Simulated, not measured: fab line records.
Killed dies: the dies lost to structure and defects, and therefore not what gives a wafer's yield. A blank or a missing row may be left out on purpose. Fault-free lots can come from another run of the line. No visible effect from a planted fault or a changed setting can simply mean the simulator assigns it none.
fab line records ; flow sky130
[record] lots = 5; wafers = 15; last-day = 50
route steps=708 shown VIA1@472 METAL2@483 PAD_OPEN@708
lots that met no fault: from a run of the same line without faults
start-h: the number of hours between the record's first day and the start of the first shown wafer of the lot ; wait-h: hours from the lot's prior step to this one ; " repeats the value in the row above ; L1.1+2: a row that stands for several wafers ; - no value, or no start given ; * or withheld: withheld ; < > ~ a bound
route shown NAME@n: names a module that has steps shown in the file, with the first one's number in the route ; usual: mean and standard deviation over wafers with no fault ; same: alike in all rows ; chamber/n: place in a boat ; sites: each site's reading ; _std_site: the values' standard deviation ; _edge_site: mean of outer sites minus mean of inner sites ; radius-mm: how far each site lies from the wafer's centre ; mask NAME#n: copy n ; behind: the most recent tool/chamber to have shaped the wafer ; hold: what put the lot on hold/how long, in hours/how the hold closed ; device: names the non-switching transistor (n, p or np) ; end of line: tests of these same wafers at the route's end ; for a step that has no rows: nothing shown but its recipe ; killed: dies lost to structure and defects at the first sort, not the wafer's yield ; map: a wafer's dies, x killed, . not, _ none there
set.NAME: setting as actually run; set.NAME@STEP: the setting as run at that earlier step ; model.NAME: the simulator's own value behind a step, which no gauge read
lots at some steps of the route; a table a step, a row a wafer
services: when a tool's chamber went out of use (start-h, in hours from the record's first day, below 0 if earlier), for how many hours, and the reason
[[steps]]
[step SKY_VIA1_ETCH_14]
[recipe] chemistry = N2/H2; target = BARC; ion-energy-ev = 200; source-w = 500; bias-w = 100; pressure-mtorr = 30; n2-flow-sccm = 100; h2-flow-sccm = 200; stop-on = SiO2; time-s = 45.9; target-depth-a = 600
[step SKY_VIA1_ETCH_15]
[recipe] target = SiO2; chemistry = C4F8/O2/Ar; target-depth-nm = 351; stop-on = TiN; mask-material = KrF-thick; source-w = 1500; bias-w = 1200; pressure-mtorr = 40; c4f8-flow-sccm = withheld; O2_flow_sccm = 6; Ar_flow_sccm = 300; time-s = 54
[usual] oes-product-au = 0.982/0.0056
lot.wafer;tool;chamber;start-h;wait-h;oes-product-au;rf-hours-counter-h
L751.1;rie-diel-01;3;846.80;0.0;0.985;9
L751.4;rie-diel-01;1;846.80;0.0;0.977;16
L751.6;rie-diel-01;0;846.80;0.0;0.979;-
L752.1;rie-diel-04;1;860.23;0.0;0.986;11
L752.4;rie-diel-04;0;860.23;0.0;0.976;8
L752.5;rie-diel-04;2;860.23;0.0;0.976;-
L758.4;rie-diel-04;1;906.48;0.0;0.981;13
L758.5;rie-diel-04;0;906.48;0.0;0.972;-
L758.6;rie-diel-04;1;906.48;0.0;0.981;-
L762.1;rie-diel-01;1;939.20;0.0;0.980;18
L762.3;rie-diel-01;3;939.20;0.0;0.991;11
L762.4;rie-diel-01;2;939.20;0.0;0.982;12
L766.1;rie-diel-01;2;965.55;0.0;0.984;13
L766.2;rie-diel-01;0;965.55;0.0;0.993;5
L766.4;rie-diel-01;1;965.55;0.0;0.979;19
[step SKY_VIA1_STRIP_16]
[recipe] chemistry = O2/N2; power-w = 1400; pressure-mtorr = 1500; platen-temp-c = withheld; o2-flow-sccm = 3000; n2-flow-sccm = 300; overash-fraction = 0.5
[step SKY_VIA1_STRIP_17]
[recipe] chemistry = post-etch-residue-remover; time-s = 1200; temp-c = 72.5
[step SKY_VIA1_CLEAN_18]
[recipe] chemistry = IPA; time-s = 180; temp-c = 25
[step SKY_VIA1_CLEAN_19]
[recipe] chemistry = O3/DIW; dry = n2-spin
[step SKY_VIA1_SPUTTER_20]
[recipe] material = TiN; target-thk-nm = 20; chamber-pressure-pa = 5; power-w = 4000; time-s = 80
[step SKY_VIA1_CVD_21]
[recipe] material = W; target-thk-nm = 270; time-s = 80.902; temp-c = 400; pressure-torr = 40
[usual] heater-power-w = 938/100
lot.wafer;tool;chamber;start-h;wait-h;heater-power-w
L751.1;cvd-w-02;1;847.50;0.0;887
L751.4;cvd-w-02;0;847.50;0.0;1067
L751.6;cvd-w-02;0;847.50;0.0;1078
L752.1;cvd-w-01;1;860.99;0.0;874
L752.4;cvd-w-01;1;860.99;0.0;897
L752.5;cvd-w-01;1;860.99;0.0;894
L758.4;cvd-w-02;0;907.56;0.0;1112
L758.5;cvd-w-02;1;907.56;0.0;894
L758.6;cvd-w-02;0;907.56;0.0;1057
L762.1;cvd-w-02;1;939.90;0.0;880
L762.3;cvd-w-02;1;939.90;0.0;924
L762.4;cvd-w-02;0;939.90;0.0;1057
L766.1;cvd-w-02;0;966.25;0.0;1049
L766.2;cvd-w-02;1;966.25;0.0;866
L766.4;cvd-w-02;1;966.25;0.0;899
[step SKY_VIA1_RS_MEAS_22]
[recipe] thk-meas-gauge = four-point-probe; reads = W_of_VIA1_CVD_21+TiN_of_VIA1_SPUTTER_20
[usual] VIA1_W_RS = 0.426/0.0066
lot.wafer;tool;chamber;start-h;wait-h;VIA1_W_RS[ohm/sq]
L751.1;film-metro-02;-;847.59;0.1;0.420
L751.4;film-metro-02;-;847.59;0.1;0.430
L751.6;film-metro-02;-;847.59;0.1;0.435
L752.1;film-metro-03;-;861.18;0.2;0.429
L752.4;film-metro-03;-;861.18;0.2;0.432
L752.5;film-metro-03;-;861.18;0.2;0.433
L758.4;film-metro-02;-;907.68;0.1;0.426
L758.5;film-metro-02;-;907.68;0.1;0.428
L758.6;film-metro-02;-;907.68;0.1;0.424
L762.1;film-metro-01;-;940.00;0.1;0.422
L762.3;film-metro-01;-;940.00;0.1;0.419
L762.4;film-metro-01;-;940.00;0.1;0.423
L766.1;film-metro-02;-;966.34;0.1;0.421
L766.2;film-metro-02;-;966.34;0.1;0.422
L766.4;film-metro-02;-;966.34;0.1;0.425
[step SKY_VIA1_THK_MEAS_23]
[recipe] thk-meas-gauge = xrf; reads = W_of_VIA1_CVD_21
[usual] VIA1_W_THK = 262/4.3
lot.wafer;tool;chamber;start-h;wait-h;VIA1_W_THK[nm]
L751.1;film-metro-02;-;847.71;0.1;268
L751.4;film-metro-02;-;847.71;0.1;260
L751.6;film-metro-02;-;847.71;0.1;256
L752.1;film-metro-03;-;861.30;0.1;259
L752.4;film-metro-03;-;861.30;0.1;260
L752.5;film-metro-03;-;861.30;0.1;257
L758.4;film-metro-02;-;907.77;0.1;261
L758.5;film-metro-02;-;907.77;0.1;258
L758.6;film-metro-02;-;907.77;0.1;263
L762.1;film-metro-01;-;940.12;0.1;267
L762.3;film-metro-01;-;940.12;0.1;272
L762.4;film-metro-01;-;940.12;0.1;267
L766.1;film-metro-02;-;966.46;0.1;262
L766.2;film-metro-02;-;966.46;0.1;260
L766.4;film-metro-02;-;966.46;0.1;259
[step SKY_VIA1_CMP_24]
[recipe] stop-on = SiO2; t-overpolish-s = 15; down-force-psi = 3.5; platen-rpm = 60; target-thk-nm = 0; pad-velocity-m-s = 0.94248
[step SKY_METAL2_SPUTTER_00]
[recipe] material = Ti; target-thk-nm = 15; power-w = 3000; time-s = 10; chamber-pressure-pa = 0.4
[usual] throttle-valve-pct = 30.0/0.68
lot.wafer;tool;chamber;start-h;wait-h;throttle-valve-pct
L751.1;pvd-sputter-03;-;848.07;0.1;29.7
L751.4;pvd-sputter-03;-;848.07;0.1;30.5
L751.6;pvd-sputter-03;-;848.07;0.1;29.5
L752.1;pvd-sputter-03;-;861.66;0.2;30.6
L752.4;pvd-sputter-03;-;861.66;0.2;30.5
L752.5;pvd-sputter-03;-;861.66;0.2;30.5
L758.4;pvd-sputter-03;-;908.10;0.2;29.6
L758.5;pvd-sputter-03;-;908.10;0.2;29.8
L758.6;pvd-sputter-03;-;908.10;0.2;30.3
L762.1;pvd-sputter-01;-;940.48;0.2;30.0
L762.3;pvd-sputter-01;-;940.48;0.2;29.5
L762.4;pvd-sputter-01;-;940.48;0.2;30.2
L766.1;pvd-sputter-04;-;966.82;0.1;28.9
L766.2;pvd-sputter-04;-;966.82;0.1;29.9
L766.4;pvd-sputter-04;-;966.82;0.1;31.2
[step SKY_METAL2_SPUTTER_01]
[recipe] material = TiN; target-thk-nm = 20; power-w = 6500; time-s = 16.7; chamber-pressure-pa = 0.4
[usual] throttle-valve-pct = 30.0/0.66
lot.wafer;tool;chamber;start-h;wait-h;throttle-valve-pct;model.TiN_of_METAL2_SPUTTER_01.thk-nm
L751.1;pvd-sputter-03;-;848.09;0.0;29.6;19.82
L751.4;pvd-sputter-03;-;848.09;0.0;30.5;19.92
L751.6;pvd-sputter-03;-;848.09;0.0;29.9;20.21
L752.1;pvd-sputter-03;-;861.68;0.0;30.3;19.96
L752.4;pvd-sputter-03;-;861.68;0.0;30.5;20.12
L752.5;pvd-sputter-03;-;861.68;0.0;30.5;20.12
L758.4;pvd-sputter-03;-;908.12;0.0;30.0;19.91
L758.5;pvd-sputter-03;-;908.12;0.0;29.7;7.407
L758.6;pvd-sputter-03;-;908.12;0.0;30.6;19.83
L762.1;pvd-sputter-01;-;940.50;0.0;30.1;20.42
L762.3;pvd-sputter-01;-;940.50;0.0;29.8;19.95
L762.4;pvd-sputter-01;-;940.50;0.0;29.9;20.22
L766.1;pvd-sputter-04;-;966.84;0.0;29.0;19.38
L766.2;pvd-sputter-04;-;966.84;0.0;29.7;19.38
L766.4;pvd-sputter-04;-;966.84;0.0;31.1;19.2
[step SKY_METAL2_SPUTTER_02]
[recipe] material = AlCu; target-thk-nm = 250; power-w = 10600; time-s = 13.3; chamber-pressure-pa = 0.4
[usual] throttle-valve-pct = 30.0/0.68
lot.wafer;tool;chamber;start-h;wait-h;throttle-valve-pct
L751.1;pvd-sputter-03;-;848.12;0.0;29.6
L751.4;pvd-sputter-03;-;848.12;0.0;30.6
L751.6;pvd-sputter-03;-;848.12;0.0;30.0
L752.1;pvd-sputter-03;-;861.71;0.0;30.5
L752.4;pvd-sputter-03;-;861.71;0.0;30.7
L752.5;pvd-sputter-03;-;861.71;0.0;30.7
L758.4;pvd-sputter-03;-;908.15;0.0;29.9
L758.5;pvd-sputter-03;-;908.15;0.0;29.6
L758.6;pvd-sputter-03;-;908.15;0.0;30.3
L762.1;pvd-sputter-01;-;940.52;0.0;29.9
L762.3;pvd-sputter-01;-;940.52;0.0;29.9
L762.4;pvd-sputter-01;-;940.52;0.0;30.3
L766.1;pvd-sputter-04;-;966.87;0.0;29.1
L766.2;pvd-sputter-04;-;966.87;0.0;29.8
L766.4;pvd-sputter-04;-;966.87;0.0;31.3
[step SKY_METAL2_SPUTTER_03]
[recipe] material = Ti; target-thk-nm = 5; power-w = 3000; time-s = 3.3; chamber-pressure-pa = 0.4
[usual] throttle-valve-pct = 30.0/0.67
lot.wafer;tool;chamber;start-h;wait-h;throttle-valve-pct
L751.1;pvd-sputter-03;-;848.14;0.0;29.3
L751.4;pvd-sputter-03;-;848.14;0.0;30.4
L751.6;pvd-sputter-03;-;848.14;0.0;30.1
L752.1;pvd-sputter-03;-;861.73;0.0;30.2
L752.4;pvd-sputter-03;-;861.73;0.0;30.8
L752.5;pvd-sputter-03;-;861.73;0.0;30.7
L758.4;pvd-sputter-03;-;908.17;0.0;29.7
L758.5;pvd-sputter-03;-;908.17;0.0;29.7
L758.6;pvd-sputter-03;-;908.17;0.0;30.4
L762.1;pvd-sputter-01;-;940.55;0.0;29.8
L762.3;pvd-sputter-01;-;940.55;0.0;29.8
L762.4;pvd-sputter-01;-;940.55;0.0;30.1
L766.1;pvd-sputter-04;-;966.89;0.0;29.3
L766.2;pvd-sputter-04;-;966.89;0.0;29.9
L766.4;pvd-sputter-04;-;966.89;0.0;31.2
[step SKY_METAL2_SPUTTER_04]
[recipe] material = TiN; target-thk-nm = 70; power-w = 6500; time-s = 58.3; chamber-pressure-pa = 0.4
[step SKY_METAL2_RS_MEAS_05]
[recipe] thk-meas-gauge = four-point-probe; reads = TiN_of_METAL2_SPUTTER_04+Ti_of_METAL2_SPUTTER_03+AlCu_of_METAL2_SPUTTER_02+TiN_of_METAL2_SPUTTER_01+Ti_of_METAL2_SPUTTER_00
[usual] METAL2_ALCU_RS = 0.1270/0.0015
lot.wafer;tool;chamber;start-h;wait-h;hold;METAL2_ALCU_RS[ohm/sq]
L751.1;film-metro-03;-;848.21;0.0;-;0.1250
L751.4;film-metro-03;-;848.21;0.0;-;0.1250
L751.6;film-metro-03;-;848.21;0.0;-;0.1247
L752.1;film-metro-02;-;861.80;0.0;-;0.1274
L752.4;film-metro-02;-;861.80;0.0;-;0.1297
L752.5;film-metro-02;-;861.80;0.0;-;0.1294
L758.4;film-metro-03;-;908.30;0.1;await-dispo/0.2h/release;0.1252
L758.5;film-metro-03;-;908.30;0.1;await-dispo/0.2h/release;0.1244
L758.6;film-metro-03;-;908.30;0.1;await-dispo/0.2h/release;0.1259
L758.4;film-metro-03;-;908.59;0.3;-;0.1253
L758.5;film-metro-03;-;908.59;0.3;-;0.1244
L758.6;film-metro-03;-;908.59;0.3;-;0.1256
L762.1;film-metro-02;-;940.62;0.0;-;0.1263
L762.3;film-metro-02;-;940.62;0.0;-;0.1252
L762.4;film-metro-02;-;940.62;0.0;-;0.1270
L766.1;film-metro-02;-;966.96;0.0;-;0.1272
L766.2;film-metro-02;-;966.96;0.0;-;0.1272
L766.4;film-metro-02;-;966.96;0.0;-;0.1278
[step SKY_METAL2_THK_MEAS_06]
[recipe] thk-meas-gauge = xrf; reads = AlCu_of_METAL2_SPUTTER_02
[usual] METAL2_ALCU_THK = 254.2/3
lot.wafer;tool;chamber;start-h;wait-h;hold;METAL2_ALCU_THK[nm]
L751.1;film-metro-03;-;848.33;0.1;-;257.8
L751.4;film-metro-03;-;848.33;0.1;-;258.3
L751.6;film-metro-03;-;848.33;0.1;-;257.4
L752.1;film-metro-02;-;861.92;0.1;-;252.0
L752.4;film-metro-02;-;861.92;0.1;-;249.2
L752.5;film-metro-02;-;861.92;0.1;-;248.3
L758.4;film-metro-04;-;912.28;3.7;await-dispo/3.6h/release;257.9
L758.5;film-metro-04;-;912.28;3.7;await-dispo/3.6h/release;260.7
L758.6;film-metro-04;-;912.28;3.7;await-dispo/3.6h/release;256.6
L762.1;film-metro-02;-;940.74;0.1;-;257.2
L762.3;film-metro-02;-;940.74;0.1;-;260.0
L762.4;film-metro-02;-;940.74;0.1;-;255.9
L766.1;film-metro-02;-;967.08;0.1;-;254.6
L766.2;film-metro-02;-;967.08;0.1;-;253.0
L766.4;film-metro-02;-;967.08;0.1;-;254.4
[step SKY_PAD_OPEN_PROBE_99]
[usual] defect-limited-yield = 82.6/1.8; killed_at_M0_to_M3 = 44/6.9; killed_at_M4_up = 3.2/1.8; killed-at-contacts = 23/5.2; killed-at-front-end = 15/4.5; killed-at-other = 0.3/0.56; killed-dies = 85/8.8; killed-open = 47/6.7; killed-short = 39/6.4; sort_bin_3_pad_short = 0.8/0.4; sort_bin_5_function = 10.2/1.3; sort_bin_6_memory = 6.4/1.1; sort-n-pass = 407/8.8; sort-yield-pct = 82.6/1.8
[same] gross-dies = 492; killed-at-back-side = 0; sort_bin_4_leakage[%] = 0; sort_bin_8_speed[%] = 0
lot.wafer;tool;chamber;start-h;wait-h;defect-limited-yield[%];killed_at_M0_to_M3;killed_at_M4_up;killed-at-contacts;killed-at-front-end;killed-at-other;killed-dies;killed-open;killed-short;sort_bin_3_pad_short[%];sort_bin_5_function[%];sort_bin_6_memory[%];sort-n-pass;sort-yield-pct[%]
L752.1;prober-01;-;1128.90;0.1;84.8;35;3;26;11;0;75;39;36;0.8;7.9;6.5;417;84.8
L752.4;prober-01;-;1129.05;0.2;82.1;45;2;29;11;1;88;52;36;0.6;9.6;7.7;404;82.1
L752.5;prober-01;-;1129.10;0.2;82.9;37;4;25;18;0;84;46;38;0.8;9.1;7.1;408;82.9
L758.4;prober-01;-;1162.27;0.2;83.3;46;4;26;6;0;82;34;48;0.6;9.6;6.5;410;83.3
L758.5;prober-01;-;1162.32;0.2;82.1;43;3;22;20;0;88;47;41;1.0;11.0;5.9;404;82.1
L758.6;prober-01;-;1162.37;0.2;82.5;48;5;17;16;0;86;47;39;0.8;10.8;5.9;406;82.5
L766.1;prober-02;-;1200.88;0.4;83.3;47;5;17;13;0;82;39;43;0.6;8.5;7.5;410;83.3
L766.2;prober-02;-;1200.93;0.4;79.5;60;0;26;15;0;101;54;47;1.2;11.8;7.5;391;79.5
L766.4;prober-02;-;1201.03;0.5;80.3;56;5;20;16;0;97;52;45;0.8;9.3;9.6;395;80.3
// killed by level:class
L752.1 VIA1:geometric-particle:open=10 CONTACT:geometric-particle:open=8 LI_CONTACT:geometric-particle:open=7 POLY_GATE:geometric-particle:short=5 CONTACT:geometric-particle:short=5 VIA2:geometric-particle:open=5 LI_CONTACT:geometric-particle:short=4 METAL1:geometric-particle:short=4
L752.4 CONTACT:geometric-particle:open=11 VIA1:geometric-particle:open=10 LI_CONTACT:geometric-particle:open=8 METAL2:geometric-particle:short=8 VIA3:geometric-particle:open=7 POLY_GATE:geometric-particle:open=5 VIA2:geometric-particle:open=5 VIA2:geometric-particle:short=5
L752.5 CONTACT:geometric-particle:open=10 VIA1:geometric-particle:open=10 CONTACT:geometric-particle:short=7 FIELD_ISO:geometric-particle:open=6 METAL2:geometric-particle:short=5 SONOS_ONO:geometric-particle:open=4 LI_CONTACT:geometric-particle:open=4 VIA3:geometric-particle:short=4
L758.4 CONTACT:geometric-particle:open=8 CONTACT:geometric-particle:short=8 VIA1:geometric-particle:short=7 VIA1:geometric-particle:open=7 METAL2:geometric-particle:short=7 LOCAL_INTERCONNECT:geometric-particle:short=5 VIA2:geometric-particle:open=5 VIA3:geometric-particle:short=5
L758.5 LI_CONTACT:geometric-particle:open=8 VIA3:geometric-particle:open=8 VIA1:geometric-particle:open=7 FIELD_ISO:geometric-particle:short=6 CONTACT:geometric-particle:open=6 METAL2:geometric-particle:short=6 FIELD_ISO:geometric-particle:open=5 VIA1:geometric-particle:short=5
L758.6 VIA1:geometric-particle:open=13 FIELD_ISO:geometric-particle:short=7 VIA2:geometric-particle:open=7 FIELD_ISO:geometric-particle:open=6 METAL2:geometric-particle:short=6 CONTACT:geometric-particle:open=5 METAL1:geometric-particle:short=5 VIA1:geometric-particle:short=5
L766.1 METAL2:geometric-particle:short=8 VIA3:geometric-particle:open=8 VIA2:geometric-particle:open=7 CONTACT:geometric-particle:open=6 VIA1:geometric-particle:short=6 VIA1:geometric-particle:open=6 METAL1:geometric-particle:short=5 FIELD_ISO:geometric-particle:open=4
L766.2 VIA1:geometric-particle:open=17 VIA2:geometric-particle:open=10 LI_CONTACT:geometric-particle:open=9 METAL1:geometric-particle:short=7 POLY_GATE:geometric-particle:short=6 CONTACT:geometric-particle:open=6 VIA1:geometric-particle:short=5 VIA3:geometric-particle:short=5
L766.4 VIA1:geometric-particle:open=12 VIA3:geometric-particle:open=10 METAL2:geometric-particle:short=8 METAL1:geometric-particle:short=8 LI_CONTACT:geometric-particle:open=7 CONTACT:geometric-particle:open=6 CONTACT:geometric-particle:short=5 POLY_GATE:geometric-particle:short=5
[[services]]
tool;chamber;start-h;hours;kind
cvd-w-01;-;844.09;6.0;pm
cvd-w-01;0;859.38;13.3;repair
cvd-w-02;-;872.42;1.5;repair
pvd-sputter-01;-;887.25;4.3;repair
cvd-w-01;-;904.00;14.0;pm
cvd-w-01;0;904.00;14.0;vent-cycle
cvd-w-01;1;904.00;14.0;vent-cycle
cvd-w-01;0;918.00;-;clean
cvd-w-01;1;918.00;-;clean
rie-diel-04;-;922.30;14.4;repair
[[key]]
[first-sign] step = SKY_METAL2_RS_MEAS_05; reading = visit; direction = added
effect none on later readings
[model-effect] step = SKY_METAL2_SPUTTER_01; value = TiN_of_METAL2_SPUTTER_01.thk-nm; without = 20.16; struck = 7.407
met-at SKY_METAL2_SPUTTER_01
struck-wafers L758.5
onset-between 861.68 908.12
[fault] kind = process-parameter-drift; tool = pvd-sputter-03; chamber = -; onset-h = 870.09; steps = SKY_METAL2_SPUTTER_01; channel = target-thk-nm; offset = -12.75; shape = step; end-h = 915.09; scope = struck-wafers-only; acts-in = these-recipes-only; stated = 20
